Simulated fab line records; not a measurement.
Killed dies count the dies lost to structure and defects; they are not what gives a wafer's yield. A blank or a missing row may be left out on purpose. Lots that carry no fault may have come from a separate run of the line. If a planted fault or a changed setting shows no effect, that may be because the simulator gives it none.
Code-filled problem report in 8D (eight disciplines) form + flow gf180mcu + the parts of the form that need people (team, actions taken, sign-off) are left out

== 1. WHAT WENT WRONG ==
V4_W_RS at GF_V4_RS_MEAS_24 reads a mean of 0.246 ohm/sq on 1 wafer of 1 lot; wafers without a fault read 0.326 ohm/sq with a standard deviation of 0.0035. That is -23 standard deviations from the usual mean.
The step: measures by four-point-probe.
First seen on wafer L837.1, day 29 14:23, on film-metro-02. The record has a number at this step for 33 wafers belonging to 11 lots. Rule for "out", or "out of limits": more than 4 standard deviations from the usual mean. The rest of the wafers with a number are treated as sound.

== 2. WHAT IT IS; WHAT IT IS NOT ==
| question                    | is                | is not                                                                    |
|-----------------------------|-------------------|---------------------------------------------------------------------------|
| which readings at this step | V4_W_RS           | -                                                                         |
| which lots                  | L837              | L822, L823, L824, L825, L826, L828, L829, L831, L843, L844                |
| which wafers of those lots  | L837.1            | L837.3, L837.6                                                            |
| read on which gauges        | film-metro-02     | film-metro-01, film-metro-04                                              |
| when                        | from day 29 14:23 | up to then (26 sound wafers); but 6 sound wafers of L843, L844 came after |

== 3. WHAT RULES OUT EACH SUSPECT ==
Counting: if a tool at a process step up to the reading ran every lot that is out, it stays a suspect. Sound lots after the first of them don't rule it out here, since some wafers of a struck lot are sound.
- the gauge at GF_V4_RS_MEAS_24 is ruled out. All the wafers that are out were read on film-metro-02, but those of them that GF_V4_CMP_26 has rows for are out there too, on other tools.
- pvd-sputter-02 at GF_V4_SPUTTER_22 (material TiN, target thk 10 nm, time 40 s): kept. L837, the lot that is out, went through it at day 29 14:14; up to then, the latest sound lot through it was L829 at day 27 03:11.
- cvd-w-02 at GF_V4_CVD_23 (deposits W, target thk 350 nm, time 104.9 s): kept. L837, the lot that is out, went through it at day 29 14:16; up to then, the latest sound lot through it was L831 at day 27 19:56.
Left after counting: pvd-sputter-02 at GF_V4_SPUTTER_22, cvd-w-02 at GF_V4_CVD_23.

== 4. THE CAUSE (what the simulator had put in) ==
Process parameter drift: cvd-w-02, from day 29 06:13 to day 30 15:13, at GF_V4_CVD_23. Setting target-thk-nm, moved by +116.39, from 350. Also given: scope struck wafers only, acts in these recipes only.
Counting left 2 suspects, and this tool is among them.

== 5. THE EFFECT CHAIN, in route order ==
Each row: a reading whose mean over the struck wafers that have a number lies more than 3 standard deviations from the usual. Only readings for which the record gives a usual standard deviation are gone through. hours: the time from each lot's start at the first step in this table that gives one to its start at this step, as a median over the lots. sigmas: the change in usual standard deviations.
| hours | step              | reading            | usual        | on struck wafers | change | sigmas |
|-------|-------------------|--------------------|--------------|------------------|--------|--------|
| 0     | GF_V4_RS_MEAS_24  | V4_W_RS            | 0.326 ohm/sq | 0.246            | -0.080 | -23    |
| 0     | GF_V4_THK_MEAS_25 | V4_W_THK           | 346 nm       | 448              | +102   | +19    |
| 0     | GF_V4_CMP_26      | time-to-endpoint-s | 86 s         | 117              | +31    | +8.9   |
Here are the process steps it includes:
- GF_V4_CMP_26: polishes, stops on SiO2, t overpolish 15 s, target thk 0 nm.

== 6. WHAT WOULD HAVE CAUGHT IT SOONER ==
Counted from the fault's start at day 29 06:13, it took 8 hours until the first out-of-limits reading at a measuring or inspecting step in this record, taken at day 29 14:23.
Tool readings at GF_V4_CVD_23 with a usual standard deviation given in the record: none out on any struck wafer, hence no alarm at a limit of 4 standard deviations on them.
By day 29 14:23, every lot that is out (1) had started GF_V4_CVD_23 on cvd-w-02. Had the tool been put on hold then, not one of them would have been saved.
